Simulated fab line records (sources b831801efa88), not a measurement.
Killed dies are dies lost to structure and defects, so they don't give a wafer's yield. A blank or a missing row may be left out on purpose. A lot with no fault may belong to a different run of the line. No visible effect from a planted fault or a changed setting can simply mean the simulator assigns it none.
What tool caused it? | flow sky130 | 36 wafers sampled from 12 lots at 1 step of a route of 708

WHAT THE GAUGES SHOWED, per wafer
SKY_VIA1_BOW_MEAS_03. Usual: VIA1_BOW typically reads 81 um, with standard deviation 7.2.
lot  | measured     | on           | VIA1_BOW (um) | flag
L302 | day 32 23:22 | filmMetro-03 | 91 93 79      | 
L303 | day 33 02:38 | filmMetro-03 | 77 64 72      | 
L304 | day 33 12:52 | filmMetro-01 | 69 78 85      | 
L305 | day 33 23:58 | filmMetro-01 | 76 74 79      | 
L306 | day 34 08:50 | filmMetro-03 | 89 83 70      | 
L307 | day 34 13:23 | filmMetro-01 | 94 89 82      | 
L308 | day 35 05:20 | filmMetro-02 | 85 86 71      | 
L309 | day 35 10:57 | filmMetro-02 | 77 72 69      | 
L315 | day 37 08:34 | filmMetro-03 | 77 69 76      | 
L317 | day 38 13:34 | filmMetro-01 | 81 78 75      | 
L322 | day 39 05:25 | filmMetro-03 | 95 85 78      | 
L324 | day 40 01:20 | filmMetro-01 | 74 93 67      | 

WHAT TOOL EACH LOT RAN ON (gives the tool, then ch and the chambers of the sampled wafers, and finally the start)
Record: no process step prior to these readings.

WHAT THE TOOLS THEMSELVES READ (means of the sampled wafers that have a number; where no wafer has one, the mark that the record gives instead)
The record holds no such reading with a usual standard deviation.

THE ANSWER, worked out from the rows above alone
Rule: a lot counts as off when the mean over its wafers that have a number is more than 3 standard deviations away from the usual mean. A lot without any number at a reading at which 4 lots or more have one is off too. The other lots that the step has rows for count as sound. First the gauges in route order, then the tools' own readings, where a lot's mean is used as printed above. At the first step where some lot is off, the reading lying furthest off is the one used; lots without a number count as furthest.
No lot is off at any reading shown: from this, nothing can be told.

WHAT THE SIMULATOR PUT IN
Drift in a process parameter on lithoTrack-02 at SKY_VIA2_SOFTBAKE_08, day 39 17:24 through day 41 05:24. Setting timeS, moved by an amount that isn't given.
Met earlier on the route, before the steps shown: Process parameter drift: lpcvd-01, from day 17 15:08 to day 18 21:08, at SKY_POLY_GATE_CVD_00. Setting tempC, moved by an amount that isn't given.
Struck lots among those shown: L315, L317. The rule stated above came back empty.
